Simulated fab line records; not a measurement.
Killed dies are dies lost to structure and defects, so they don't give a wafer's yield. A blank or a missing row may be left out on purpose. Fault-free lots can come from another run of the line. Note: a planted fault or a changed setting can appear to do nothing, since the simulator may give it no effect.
fab line records ; flow sky130
record lots=5; wafers=15; lastDay=51
route steps=708 shown VIA2@523 METAL3@532 CAPM@537 PAD_OPEN@708
lots with no fault: from the same line, run without faults
startH: hours from the record's first day to the start of the lot's first wafer shown ; waitH: how many hours have passed since the lot's step before this one ; " repeats the value in the row above ; L1.1+2: a row that stands for several wafers ; - no value, or no start given ; * or withheld: withheld ; < > ~ a bound
route shown NAME@n: names a module that has steps shown in the file, with the first one's number in the route ; usual: mean/standard deviation of fault-free wafers ; same: alike in all rows ; chamber/n: place in a boat ; sites: each site's reading ; _std_site: the values' standard deviation ; _edge_site: outer sites' mean less inner sites' ; radiusMm: how far each site lies from the wafer's centre ; mask NAME#n: copy n ; behind: the last tool/chamber to shape the wafer ; hold: what put the lot on hold/how long, in hours/how the hold closed ; device: the n, p or np transistor that did not switch ; end of line: at the end of the route, the tests of the same wafers ; a step given without rows: its recipe and nothing more ; killed: count of dies lost to structure and defects at first sort (not the wafer's yield) ; map: a wafer's dies, marking killed ones x, the rest . and places with no die _
set.NAME: setting as actually run; set.NAME@STEP: the setting as run at that earlier step ; model.NAME: the simulator's own value behind a step, which no gauge read
certain route steps with their lots: each step a table, each wafer a row
services: a tool's chamber out of use, with start hour (startH, from the record's first day; less than 0 if before it), hours out, and reason
## steps
# step SKY_VIA2_STRIP_16
# recipe chemistry=O2/N2; powerW=1400; pressureMtorr=1500; platenTempC=withheld; o2FlowSccm=3000; n2FlowSccm=300; overashFraction=0.5
# step SKY_VIA2_STRIP_17
# recipe chemistry=postEtchResidueRemover; timeS=1200; tempC=72.5
# step SKY_VIA2_CLEAN_18
# recipe chemistry=IPA; timeS=180; tempC=25
# step SKY_VIA2_CLEAN_19
# recipe chemistry=O3/DIW; dry=n2Spin
# step SKY_VIA2_SPUTTER_20
# recipe material=TiN; targetThkNm=20; chamberPressurePa=5; powerW=4000; timeS=80
# usual throttleValvePct=30.4/0.83
lot.wafer;tool;chamber;startH;waitH;throttleValvePct
L974.2;pvdSputter-01;-;877.55;0.0;30.1
L974.3;pvdSputter-01;-;877.55;0.0;30.7
L974.6;pvdSputter-01;-;877.55;0.0;29.4
L979.2;pvdSputter-02;-;930.58;0.0;29.6
L979.5;pvdSputter-02;-;930.58;0.0;30.9
L979.6;pvdSputter-02;-;930.58;0.0;29.4
L989.2;pvdSputter-02;-;1000.10;0.0;30.9
L989.3;pvdSputter-02;-;1000.10;0.0;32.3
L989.5;pvdSputter-02;-;1000.10;0.0;30.9
L992.1;pvdSputter-02;-;1032.30;0.0;30.9
L992.3;pvdSputter-02;-;1032.30;0.0;29.5
L992.6;pvdSputter-02;-;1032.30;0.0;29.3
L994.2;pvdSputter-02;-;1036.14;0.0;30.7
L994.3;pvdSputter-02;-;1036.14;0.0;32.3
L994.6;pvdSputter-02;-;1036.14;0.0;32.0
# step SKY_VIA2_CVD_21
# recipe material=W; targetThkNm=420; timeS=126.4; tempC=400; pressureTorr=40
# usual chamberPressureTorr=40.01/0.092; heaterPowerW=798/81
lot.wafer;tool;chamber;startH;waitH;chamberPressureTorr;heaterPowerW
L974.2;cvdW-02;0;877.61;0.0;40.01;879
L974.3;cvdW-02;1;877.61;0.0;39.87;875
L974.6;cvdW-02;0;877.61;0.0;40.00;905
L979.2;cvdW-02;1;930.64;0.0;40.13;815
L979.5;cvdW-02;0;930.64;0.0;40.10;898
L979.6;cvdW-02;1;930.64;0.0;40.19;794
L989.2;cvdW-01;0;1000.17;0.0;39.89;679
L989.3;cvdW-01;1;1000.17;0.0;39.93;819
L989.5;cvdW-01;0;1000.17;0.0;39.83;699
L992.1;cvdW-01;1;1032.36;0.0;39.93;818
L992.3;cvdW-01;1;1032.36;0.0;39.90;826
L992.6;cvdW-01;0;1032.36;0.0;40.04;681
L994.2;cvdW-02;0;1036.20;0.0;40.04;897
L994.3;cvdW-02;1;1036.20;0.0;40.09;801
L994.6;cvdW-02;0;1036.20;0.0;39.84;907
# step SKY_VIA2_RS_MEAS_22
# recipe thkMeasGauge=four-point-probe; reads=W_of_VIA2_CVD_21+TiN_of_VIA2_SPUTTER_20
# usual VIA2_W_RS=0.273/0.0047
lot.wafer;tool;chamber;startH;waitH;VIA2_W_RS[ohm/sq]
L974.2;filmMetro-02;-;877.76;0.1;0.273
L974.3;filmMetro-02;-;877.76;0.1;0.276
L974.6;filmMetro-02;-;877.76;0.1;0.274
L979.2;filmMetro-02;-;930.79;0.1;0.273
L979.5;filmMetro-02;-;930.79;0.1;0.273
L979.6;filmMetro-02;-;930.79;0.1;0.273
L989.2;filmMetro-01;-;1000.32;0.1;0.261
L989.3;filmMetro-01;-;1000.32;0.1;0.277
L989.5;filmMetro-01;-;1000.32;0.1;0.268
L992.1;filmMetro-01;-;1032.49;0.1;0.273
L992.3;filmMetro-01;-;1032.49;0.1;0.279
L992.6;filmMetro-01;-;1032.49;0.1;0.269
L994.2;filmMetro-03;-;1036.35;0.1;0.276
L994.3;filmMetro-03;-;1036.35;0.1;0.279
L994.6;filmMetro-03;-;1036.35;0.1;0.276
# step SKY_VIA2_THK_MEAS_23
# recipe thkMeasGauge=xrf; reads=W_of_VIA2_CVD_21
# usual VIA2_W_THK=422/8.2
lot.wafer;tool;chamber;startH;waitH;VIA2_W_THK[nm]
L974.2;filmMetro-02;-;877.87;0.1;420
L974.3;filmMetro-02;-;877.87;0.1;416
L974.6;filmMetro-02;-;877.87;0.1;422
L979.2;filmMetro-02;-;930.90;0.1;422
L979.5;filmMetro-02;-;930.90;0.1;423
L979.6;filmMetro-02;-;930.90;0.1;424
L989.2;filmMetro-01;-;1000.43;0.1;440
L989.3;filmMetro-01;-;1000.43;0.1;412
L989.5;filmMetro-01;-;1000.43;0.1;425
L992.1;filmMetro-01;-;1032.61;0.1;417
L992.3;filmMetro-01;-;1032.61;0.1;409
L992.6;filmMetro-01;-;1032.61;0.1;424
L994.2;filmMetro-03;-;1036.46;0.1;418
L994.3;filmMetro-03;-;1036.46;0.1;418
L994.6;filmMetro-03;-;1036.46;0.1;418
# step SKY_VIA2_CMP_24
# recipe stopOn=SiO2; tOverpolishS=20; downForcePsi=3.5; platenRpm=60; targetThkNm=0; padVelocityMS=0.94248
# step SKY_METAL3_SPUTTER_00
# recipe material=Ti; targetThkNm=15; powerW=3000; timeS=10; chamberPressurePa=0.4
# step SKY_METAL3_SPUTTER_01
# recipe material=TiN; targetThkNm=20; powerW=6500; timeS=16.7; chamberPressurePa=0.4
# step SKY_METAL3_SPUTTER_02
# recipe material=AlCu; targetThkNm=735; powerW=10600; timeS=39.1; chamberPressurePa=0.4
# step SKY_METAL3_SPUTTER_03
# recipe material=Ti; targetThkNm=5; powerW=3000; timeS=3.3; chamberPressurePa=0.4
# usual throttleValvePct=30.0/0.89
lot.wafer;tool;chamber;startH;waitH;throttleValvePct
L974.2;pvdSputter-03;-;878.52;0.0;30.0
L974.3;pvdSputter-03;-;878.52;0.0;27.8
L974.6;pvdSputter-03;-;878.52;0.0;31.0
L979.2;pvdSputter-04;-;931.34;0.0;30.4
L979.5;pvdSputter-04;-;931.34;0.0;29.3
L979.6;pvdSputter-04;-;931.34;0.0;29.6
L989.2;pvdSputter-04;-;1000.86;0.0;29.3
L989.3;pvdSputter-04;-;1000.86;0.0;30.5
L989.5;pvdSputter-04;-;1000.86;0.0;29.5
L992.1;pvdSputter-01;-;1033.06;0.0;30.1
L992.3;pvdSputter-01;-;1033.06;0.0;30.0
L992.6;pvdSputter-01;-;1033.06;0.0;30.6
L994.2;pvdSputter-03;-;1036.91;0.0;27.6
L994.3;pvdSputter-03;-;1036.91;0.0;29.9
L994.6;pvdSputter-03;-;1036.91;0.0;27.8
# step SKY_METAL3_SPUTTER_04
# recipe material=TiN; targetThkNm=70; powerW=6500; timeS=58.3; chamberPressurePa=0.4
# usual throttleValvePct=30.0/0.89
lot.wafer;tool;chamber;startH;waitH;throttleValvePct
L974.2;pvdSputter-03;-;878.54;0.0;30.0
L974.3;pvdSputter-03;-;878.54;0.0;27.6
L974.6;pvdSputter-03;-;878.54;0.0;30.4
L979.2;pvdSputter-04;-;931.36;0.0;30.4
L979.5;pvdSputter-04;-;931.36;0.0;29.4
L979.6;pvdSputter-04;-;931.36;0.0;29.7
L989.2;pvdSputter-04;-;1000.88;0.0;29.6
L989.3;pvdSputter-04;-;1000.88;0.0;30.5
L989.5;pvdSputter-04;-;1000.88;0.0;29.6
L992.1;pvdSputter-01;-;1033.08;0.0;30.2
L992.3;pvdSputter-01;-;1033.08;0.0;29.9
L992.6;pvdSputter-01;-;1033.08;0.0;30.6
L994.2;pvdSputter-03;-;1036.93;0.0;27.9
L994.3;pvdSputter-03;-;1036.93;0.0;30.2
L994.6;pvdSputter-03;-;1036.93;0.0;27.7
# step SKY_CAPM_CVD_00
# recipe material=SiO2; targetThkNm=15.5; tempC=400; timeS=withheld; rfW=450
# step SKY_CAPM_THK_MEAS_01
# recipe reads=SiO2_of_CAPM_CVD_00
# usual CAPM_CVD_00_THK=15.47/0.23
lot.wafer;tool;chamber;startH;waitH;CAPM_CVD_00_THK[nm]
L974.2;filmMetro-04;-;878.63;-;15.38
L974.3;filmMetro-04;-;878.63;-;15.70
L974.6;filmMetro-04;-;878.63;-;16.01
L979.2;filmMetro-01;-;931.44;-;15.22
L979.5;filmMetro-01;-;931.44;-;15.49
L979.6;filmMetro-01;-;931.44;-;15.65
L989.2;filmMetro-01;-;1000.96;-;15.38
L989.3;filmMetro-01;-;1000.96;-;15.67
L989.5;filmMetro-01;-;1000.96;-;15.86
L992.1;filmMetro-01;-;1033.15;-;15.32
L992.3;filmMetro-01;-;1033.15;-;15.37
L992.6;filmMetro-01;-;1033.15;-;15.32
L994.2;filmMetro-03;-;1037.01;-;15.25
L994.3;filmMetro-03;-;1037.01;-;15.29
L994.6;filmMetro-03;-;1037.01;-;15.26
# step SKY_CAPM_SPUTTER_02
# recipe material=TiN; targetThkNm=200; tempC=300; powerW=6323; timeS=166.7; chamberPressurePa=0.4
# usual throttleValvePct=30.4/0.98
lot.wafer;tool;chamber;startH;waitH;throttleValvePct
L974.2;pvdSputter-02;-;878.68;0.0;32.4
L974.3;pvdSputter-02;-;878.68;0.0;31.1
L974.6;pvdSputter-02;-;878.68;0.0;31.3
L979.2;pvdSputter-02;-;931.49;0.0;31.0
L979.5;pvdSputter-02;-;931.49;0.0;30.7
L979.6;pvdSputter-02;-;931.49;0.0;29.3
L989.2;pvdSputter-01;-;1001.01;0.0;29.4
L989.3;pvdSputter-01;-;1001.01;0.0;29.9
L989.5;pvdSputter-01;-;1001.01;0.0;29.7
L992.1;pvdSputter-02;-;1033.21;0.1;31.0
L992.3;pvdSputter-02;-;1033.21;0.1;29.4
L992.6;pvdSputter-02;-;1033.21;0.1;29.2
L994.2;pvdSputter-01;-;1037.06;0.0;30.1
L994.3;pvdSputter-01;-;1037.06;0.0;30.3
L994.6;pvdSputter-01;-;1037.06;0.0;30.1
# step SKY_CAPM_RS_MEAS_03
# recipe thkMeasGauge=four-point-probe; reads=TiN_of_CAPM_SPUTTER_02
# usual CAPM_TIN_RS=7.08/0.091
lot.wafer;tool;chamber;startH;waitH;CAPM_TIN_RS[ohm/sq]
L974.2;filmMetro-01;-;878.81;0.1;6.97
L974.3;filmMetro-01;-;878.81;0.1;6.99
L974.6;filmMetro-01;-;878.81;0.1;6.92
L979.2;filmMetro-01;-;931.62;0.1;7.06
L979.5;filmMetro-01;-;931.62;0.1;7.01
L979.6;filmMetro-01;-;931.62;0.1;7.14
L989.2;filmMetro-04;-;1001.14;0.1;7.10
L989.3;filmMetro-04;-;1001.14;0.1;7.13
L989.5;filmMetro-04;-;1001.14;0.1;7.01
L992.1;filmMetro-01;-;1033.32;0.1;7.08
L992.3;filmMetro-01;-;1033.32;0.1;7.14
L992.6;filmMetro-01;-;1033.32;0.1;7.12
L994.2;filmMetro-04;-;1037.19;0.1;7.25
L994.3;filmMetro-04;-;1037.19;0.1;7.18
L994.6;filmMetro-04;-;1037.19;0.1;7.18
# step SKY_CAPM_THK_MEAS_04
# recipe thkMeasGauge=xrf; reads=TiN_of_CAPM_SPUTTER_02
# usual CAPM_TIN_THK=193.6/2.6
lot.wafer;tool;chamber;startH;waitH;CAPM_TIN_THK[nm]
L974.2;filmMetro-01;-;878.92;0.1;197.2
L974.3;filmMetro-01;-;878.92;0.1;196.5
L974.6;filmMetro-01;-;878.92;0.1;198.7
L979.2;filmMetro-01;-;931.73;0.1;193.6
L979.5;filmMetro-01;-;931.73;0.1;195.5
L979.6;filmMetro-01;-;931.73;0.1;192.4
L989.2;filmMetro-04;-;1001.25;0.1;193.8
L989.3;filmMetro-04;-;1001.25;0.1;192.8
L989.5;filmMetro-04;-;1001.25;0.1;195.0
L992.1;filmMetro-01;-;1033.44;0.1;192.5
L992.3;filmMetro-01;-;1033.44;0.1;190.8
L992.6;filmMetro-01;-;1033.44;0.1;191.2
L994.2;filmMetro-04;-;1037.30;0.1;190.0
L994.3;filmMetro-04;-;1037.30;0.1;190.9
L994.6;filmMetro-04;-;1037.30;0.1;191.7
# step SKY_CAPM_DEHYDRATE_05
# recipe tempC=200; timeS=60
# step SKY_CAPM_HMDS_06
# recipe primeTimeS=60; primeTempC=120
# step SKY_CAPM_COAT_07
# recipe resist=NOVOLAK; spinRpm=3000; resistThkNm=1140
# step SKY_CAPM_SOFTBAKE_08
# recipe tempC=90; timeS=60; resist=NOVOLAK
# step SKY_CAPM_EXPOSE_09
# recipe maskId=CAPM; na=0.6; sourceShape=conventional; sigmaOuter=0.6; polarization=unpolarized; targetCdNm=1000; doseMj=159
# step SKY_CAPM_PEB_10
# recipe tempC=withheld; timeS=*; resist=NOVOLAK
# step SKY_CAPM_DEVELOP_11
# recipe resist=NOVOLAK; developer=TMAH; developTimeS=60; devTempC=23
# step SKY_CAPM_OVL_MEAS_12
# usual CAPM_OVL=0.8/1.4
lot.wafer;tool;chamber;startH;waitH;CAPM_OVL[nm]
L974.2;overlay-01;-;907.50;0.1;1.1
L974.3;overlay-01;-;907.50;0.1;0.2
L974.6;overlay-01;-;907.50;0.1;-0.4
L979.2;overlay-01;-;959.55;0.1;-0.2
L979.5;overlay-01;-;959.55;0.1;-1.1
L979.6;overlay-01;-;959.55;0.1;-1.1
L989.2;overlay-02;-;1025.80;0.1;1.9
L989.3;overlay-02;-;1025.80;0.1;2.7
L989.5;overlay-02;-;1025.80;0.1;0.4
L992.1;overlay-01;-;1056.70;0.1;1.4
L992.3;overlay-01;-;1056.70;0.1;-0.5
L992.6;overlay-01;-;1056.70;0.1;2.9
L994.2;overlay-01;-;1060.35;0.1;0.5
L994.3;overlay-01;-;1060.35;0.1;-1.6
L994.6;overlay-01;-;1060.35;0.1;-0.1
# step SKY_CAPM_METAL_ETCH_13
# recipe targetDepthNm=220; stopOn=SiO2; chemistry=Cl2/BCl3; target=TiN; pressureMtorr=10; icpW=900; biasW=48.5; Cl2_flow_sccm=60; bcl3FlowSccm=30; timeS=62.9
# usual drypumpMotorCurrentA=6.03/0.26; heBacksideLeakSccm=3.53/0.25; mfcCl2Sccm=60.02/0.18; oesProductAu=0.928/0.0082; throttleValvePct=21.910/0.01
lot.wafer;tool;chamber;startH;waitH;drypumpMotorCurrentA;heBacksideLeakSccm;mfcCl2Sccm;oesProductAu;rfHoursCounterH;throttleValvePct
L974.2;rieMetal-04;1;907.53;0.0;5.75;3.51;59.96;0.933;13;21.898
L974.3;rieMetal-04;1;907.53;0.0;5.71;3.54;59.97;0.941;-;21.914
L974.6;rieMetal-04;0;907.53;0.0;6.16;3.56;59.84;0.944;-;21.903
L979.2;rieMetal-04;1;959.58;0.0;5.67;3.53;60.27;0.926;16;21.899
L979.5;rieMetal-04;0;959.58;0.0;6.18;3.52;60.14;0.929;-;21.897
L979.6;rieMetal-04;1;959.58;0.0;5.69;3.42;60.31;0.919;-;21.903
L989.2;rieMetal-02;0;1025.83;0.0;5.82;3.44;59.94;0.923;10;21.909
L989.3;rieMetal-02;0;1025.83;0.0;5.82;3.54;59.78;0.913;-;21.906
L989.5;rieMetal-02;0;1025.83;0.0;5.83;3.34;59.98;0.934;-;21.887
L992.1;rieMetal-02;0;1056.74;0.0;5.82;3.76;59.72;0.933;12;21.913
L992.3;rieMetal-02;0;1056.74;0.0;5.83;3.43;59.91;0.914;-;21.901
L992.6;rieMetal-02;0;1056.74;0.0;5.84;3.49;60.03;0.928;-;21.931
L994.2;rieMetal-03;1;1060.38;0.0;6.61;3.51;60.30;0.909;19;21.925
L994.3;rieMetal-03;0;1060.38;0.0;5.87;3.49;59.79;0.920;-;21.898
L994.6;rieMetal-03;1;1060.38;0.0;6.61;3.76;59.92;0.923;-;21.916
# step SKY_CAPM_STRIP_14
# recipe chemistry=O2/N2; powerW=1400; pressureMtorr=1500; platenTempC=withheld; o2FlowSccm=3000; n2FlowSccm=300; overashFraction=0.5
# step SKY_CAPM_STRIP_15
# recipe chemistry=postEtchResidueRemover; timeS=1200; tempC=72.5
# step SKY_CAPM_CLEAN_16
# recipe chemistry=IPA; timeS=180; tempC=25
# step SKY_CAPM_CLEAN_17
# recipe chemistry=O3/DIW; dry=n2Spin
# step SKY_METAL3_DEHYDRATE_05
# recipe tempC=200; timeS=60
# step SKY_METAL3_HMDS_06
# recipe primeTimeS=60; primeTempC=120
# step SKY_METAL3_COAT_07
# recipe resist=BARC; tempC=withheld; timeS=withheld; spinRpm=3000; resistThkNm=60
# step SKY_METAL3_COAT_08
# recipe resist=KrF-thick; spinRpm=3000; resistThkNm=1140
# step SKY_METAL3_SOFTBAKE_09
# recipe tempC=100; timeS=90; resist=KrF-thick
# step SKY_METAL3_EXPOSE_10
# recipe maskId=MM3; na=0.68; sourceShape=annular; sigmaInner=0.4; sigmaOuter=0.8; targetCdNm=300; doseMj=28
# step SKY_METAL3_PEB_11
# recipe pebTempC=withheld; pebTimeS=withheld; resist=KrF-thick
# step SKY_METAL3_DEVELOP_12
# recipe developTimeS=60; resist=KrF-thick; devTempC=21
# step SKY_METAL3_CD_MEAS_13
# recipe targetCdNm=300
# usual cdNm=299.7/1.4
lot.wafer;tool;chamber;startH;waitH;cdNm
L974.2;cdSem-02;-;936.56;-;295.8
L974.3;cdSem-02;-;936.56;-;296.2
L974.6;cdSem-02;-;936.56;-;296.8
L979.2;cdSem-02;-;986.57;-;299.1
L979.5;cdSem-02;-;986.57;-;300.2
L979.6;cdSem-02;-;986.57;-;298.7
L989.2;cdSem-01;-;1049.71;-;296.7
L989.3;cdSem-01;-;1049.71;-;299.3
L989.5;cdSem-01;-;1049.71;-;298.7
L992.1;cdSem-02;-;1080.39;-;299.7
L992.3;cdSem-02;-;1080.39;-;301.1
L992.6;cdSem-02;-;1080.39;-;300.2
L994.2;cdSem-01;-;1083.97;-;302.7
L994.3;cdSem-01;-;1083.97;-;302.5
L994.6;cdSem-01;-;1083.97;-;302.4
# step SKY_METAL3_OVL_MEAS_14
# usual METAL3_OVL=-1/6.1
lot.wafer;tool;chamber;startH;waitH;METAL3_OVL[nm]
L974.2;overlay-01;-;936.67;0.1;-9
L974.3;overlay-01;-;936.67;0.1;2
L974.6;overlay-01;-;936.67;0.1;-6
L979.2;overlay-02;-;986.68;0.1;-3
L979.5;overlay-02;-;986.68;0.1;-4
L979.6;overlay-02;-;986.68;0.1;-7
L989.2;overlay-02;-;1049.82;0.1;-9
L989.3;overlay-02;-;1049.82;0.1;-12
L989.5;overlay-02;-;1049.82;0.1;-7
L992.1;overlay-01;-;1080.51;0.1;5
L992.3;overlay-01;-;1080.51;0.1;1
L992.6;overlay-01;-;1080.51;0.1;-5
L994.2;overlay-01;-;1084.08;0.1;-2
L994.3;overlay-01;-;1084.08;0.1;-4
L994.6;overlay-01;-;1084.08;0.1;2
# step SKY_PAD_OPEN_PROBE_99
# usual defectLimitedYield=82.5/1.9; killed_at_M0_to_M3=44/7.1; killed_at_M4_up=3.3/1.9; killedAtContacts=24/5.3; killedAtFrontEnd=15/4.5; killedAtOther=0.3/0.55; killedDies=86/9.5; killedOpen=46/7.3; killedShort=39/6.4; sort_bin_3_pad_short=0.9/0.43; sort_bin_5_function=10.3/1.4; sort_bin_6_memory=6.3/1; sortNPass=406/9.5; sortYieldPct=82.5/1.9
# same grossDies=492; killedAtBackSide=0; sort_bin_4_leakage[%]=0; sort_bin_8_speed[%]=0
lot.wafer;tool;chamber;startH;waitH;defectLimitedYield[%];killed_at_M0_to_M3;killed_at_M4_up;killedAtContacts;killedAtFrontEnd;killedAtOther;killedDies;killedOpen;killedShort;sort_bin_3_pad_short[%];sort_bin_5_function[%];sort_bin_6_memory[%];sortNPass;sortYieldPct[%];model.etest.tester.sortNPass;model.etest.tester.sortYieldPct;model.etest.tester.sort_bin_5_pct;model.etest.tester.sort_bin_3_pct
L974.2;prober-02;-;1114.46;0.1;84.3;40;1;23;13;0;77;40;37;1.0;8.7;5.9;415;84.3;415;84.35;8.74;1.016
L974.3;prober-02;-;1114.51;0.2;84.1;36;3;29;10;0;78;41;37;0.6;10.0;5.3;414;84.1;414;84.15;9.959;0.6098
L974.6;prober-02;-;1114.66;0.2;83.5;45;2;24;10;0;81;38;42;0.8;10.0;5.7;411;83.5;411;83.54;9.959;0.813
L979.2;prober-01;-;1154.81;0.1;83.5;40;2;26;13;0;81;51;30;0.6;8.7;7.1;411;83.5;411;83.54;8.74;0.6098
L979.5;prober-01;-;1154.96;0.2;82.7;43;5;23;12;2;85;48;37;1.0;10.0;6.3;407;82.7;407;82.72;9.959;1.016
L979.6;prober-01;-;1155.01;0.2;81.3;41;7;27;15;2;92;54;38;1.2;10.8;6.7;400;81.3;400;81.3;10.77;1.22
L989.2;prober-01;-;1204.69;0.1;72.8;103;0;23;8;0;134;35;30;3.7;17.7;5.9;358;72.8;358;72.76;17.68;3.659
L989.3;prober-01;-;1204.74;0.2;81.5;42;1;20;27;1;91;46;45;1.2;9.8;7.5;401;81.5;401;81.5;9.756;1.22
L989.5;prober-01;-;1204.84;0.2;68.1;118;1;27;11;0;157;45;45;3.5;18.7;9.8;335;68.1;335;68.09;18.7;3.455
L994.2;prober-02;-;1230.66;0.1;80.7;50;3;26;16;0;95;51;44;1.0;12.2;6.1;397;80.7;397;80.69;12.2;1.016
L994.3;prober-02;-;1230.71;0.2;82.3;40;2;28;17;0;87;33;53;0.6;9.6;7.5;405;82.3;405;82.32;9.553;0.6098
L994.6;prober-02;-;1230.86;0.2;80.5;43;8;22;22;1;96;44;51;1.6;10.2;7.7;396;80.5;396;80.49;10.16;1.626
# killed by level:class
L974.2 VIA2:geometricParticle:open=9 CONTACT:geometricParticle:open=9 METAL1:geometricParticle:short=7 VIA1:geometricParticle:open=7 POLY_GATE:geometricParticle:short=4 LI_CONTACT:geometricParticle:open=4 LOCAL_INTERCONNECT:geometricParticle:short=4 CONTACT:geometricParticle:short=4
L974.3 CONTACT:geometricParticle:open=9 LI_CONTACT:geometricParticle:open=8 VIA3:geometricParticle:open=7 VIA1:geometricParticle:open=6 VIA1:geometricParticle:short=5 METAL2:geometricParticle:short=5 FIELD_ISO:geometricParticle:short=4 LOCAL_INTERCONNECT:geometricParticle:short=4
L974.6 VIA1:geometricParticle:open=14 METAL1:geometricParticle:short=8 LOCAL_INTERCONNECT:geometricParticle:short=7 LI_CONTACT:geometricParticle:open=5 VIA3:geometricParticle:short=5 CONTACT:geometricParticle:open=5 LI_CONTACT:geometricParticle:short=4 VIA2:geometricParticle:open=4
L979.2 CONTACT:geometricParticle:open=11 VIA1:geometricParticle:open=9 VIA2:geometricParticle:open=9 LI_CONTACT:geometricParticle:open=7 VIA1:geometricParticle:short=6 CONTACT:geometricParticle:short=5 METAL1:geometricParticle:short=4 FIELD_ISO:geometricParticle:open=3
L979.5 VIA1:geometricParticle:open=12 CONTACT:geometricParticle:open=7 VIA3:geometricParticle:open=7 LI_CONTACT:geometricParticle:open=6 VIA1:geometricParticle:short=6 METAL2:geometricParticle:short=6 FIELD_ISO:geometricParticle:open=5 POLY_GATE:geometricParticle:open=4
L979.6 CONTACT:geometricParticle:open=14 VIA1:geometricParticle:open=12 LI_CONTACT:geometricParticle:open=8 METAL2:geometricParticle:short=7 FIELD_ISO:geometricParticle:short=6 VIA3:geometricParticle:open=6 POLY_GATE:geometricParticle:short=4 METAL4:geometricParticle:short=4
L989.2 METAL3:unspecified=69 VIA1:geometricParticle:open=9 CONTACT:geometricParticle:open=8 LI_CONTACT:geometricParticle:open=7 METAL1:geometricParticle:short=7 LI_CONTACT:geometricParticle:short=3 METAL3:geometricParticle:short=3 VIA1:geometricParticle:short=3
L989.3 VIA1:geometricParticle:open=8 VIA1:geometricParticle:short=6 POLY_GATE:geometricParticle:open=5 LI_CONTACT:geometricParticle:short=5 LI_CONTACT:geometricParticle:open=5 VIA2:geometricParticle:open=5 VIA3:geometricParticle:open=5 FIELD_ISO:geometricParticle:short=4
L989.5 METAL3:unspecified=67 VIA1:geometricParticle:open=10 VIA1:geometricParticle:short=8 VIA3:geometricParticle:open=8 LI_CONTACT:geometricParticle:open=7 CONTACT:geometricParticle:open=7 CONTACT:geometricParticle:short=7 METAL2:geometricParticle:short=7
L994.2 VIA1:geometricParticle:open=11 METAL1:geometricParticle:short=10 LI_CONTACT:geometricParticle:open=9 CONTACT:geometricParticle:open=8 VIA1:geometricParticle:short=6 VIA2:geometricParticle:open=6 VIA2:geometricParticle:short=6 POLY_GATE:geometricParticle:open=5
L994.3 METAL1:geometricParticle:short=10 CONTACT:geometricParticle:open=9 LOCAL_INTERCONNECT:geometricParticle:short=8 CONTACT:geometricParticle:short=6 VIA1:geometricParticle:open=6 VIA2:geometricParticle:open=5 POLY_GATE:geometricParticle:short=4 POLY_GATE:geometricParticle:open=4
L994.6 CONTACT:geometricParticle:open=9 FIELD_ISO:geometricParticle:short=7 LI_CONTACT:geometricParticle:open=7 VIA1:geometricParticle:open=6 POLY_GATE:geometricParticle:short=6 METAL1:geometricParticle:short=6 METAL4:geometricParticle:short=6 VIA2:geometricParticle:short=5
# map L989.5 (x killed, . not)
__________.......xxx_________
________...x...x...x.._______
______.......x....xxx..._____
_____x.x.x......xxxxxxx..____
____..x...x...xxxxxxxxx...___
___.......x....xxxxxxxxx...__
__........x....xxxxxxxxxx..._
_..x.xx......xxxxxxxxxxxx....
_....xx......xxxxxxxxxx...xx.
_...x...x..x...xxxxxxxx..x...
_x......x.....x.xxxxx.x..xx..
_.x.............x.xx.x...x...
_...x...x.........x.x........
_x.....x.x........x...x..x...
_....x.x....x.x......x.......
__.......x..x......x....x..._
___x....x...x.xxx..x.x..x..__
____..x.x..x..x.xx...x..x.___
_____...x....x..xxxx.....____
______x....x....x......._____
________.............._______
__________...x.x...._________
# map L979.6 (x killed, . not)
__________.x.x.....x_________
________.x............_______
______..x..............._____
_____.x..................____
____.....xxx..........x.xx___
___.......x....xxx.........__
__x.....x....x.xx.......xx.._
_..x..x...x............xx....
_x.....x...x....x..x.....xxx.
_...................x.......x
_.....x..........xx...x..x...
_xxx....x.x.....x.....xx.xx..
_...xx....xx...............x.
_.x.........x..x..x......x...
_..........x..xx......x.xxx.x
__....x...xx..x.......xx...._
___..x....xx..x............__
____...........x......xx..___
_____................x.xx____
______..x..x............_____
________........x..x.._______
__________...x......_________
## services
tool;chamber;startH;hours;kind
cvdW-01;-;855.31;0.4;repair
pvdSputter-04;-;857.28;1.5;repair
cvdW-02;0;866.81;10.2;repair
pvdSputter-03;3;878.59;-;consumableReplace:kit
pvdSputter-03;3;878.59;18.0;scheduledDown
pvdSputter-03;3;878.59;18.0;ventCycle
rieMetal-02;1;886.15;20.4;repair
pvdSputter-04;-;888.79;5.0;repair
cvdW-02;-;904.00;14.0;pm
cvdW-02;0;904.00;14.0;ventCycle
cvdW-02;1;904.00;14.0;ventCycle
pvdSputter-04;0;905.61;-;consumableReplace:kit
pvdSputter-04;0;905.61;18.0;scheduledDown
pvdSputter-04;0;905.61;18.0;ventCycle
pvdSputter-04;-;951.74;1.5;repair
rieMetal-04;-;984.08;0.1;repair
cvdW-02;0;991.04;2.6;repair
pvdSputter-03;-;995.65;5.8;repair
pvdSputter-01;1;997.05;-;consumableReplace:kit
pvdSputter-01;1;997.05;18.0;scheduledDown
pvdSputter-01;1;997.05;18.0;ventCycle
pvdSputter-03;-;1008.55;3.4;repair
pvdSputter-01;-;1011.13;2.7;repair
pvdSputter-04;-;1024.35;2.1;repair
## key
firstSign step=SKY_PAD_OPEN_PROBE_99; reading=killed_at_M0_to_M3; direction=up; sigmas=9.4; usual=44; struck=110
effect step=SKY_PAD_OPEN_PROBE_99; reading=killedDies; direction=up; sigmas=6.3; usual=86; struck=146
modelEffect step=SKY_PAD_OPEN_PROBE_99; value=etest.tester.sortNPass; without=406; struck=346.5
metAt SKY_METAL3_SPUTTER_03
struckWafers L989.2,L989.5
onsetBetween 931.34 1000.86
fault kind=chamberParticleSource; tool=pvdSputter-04; chamber=-; onsetH=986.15; steps=SKY_METAL3_SPUTTER_03; ratePerVisitCm2=1.7922; endH=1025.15; scope=struckWafersOnly
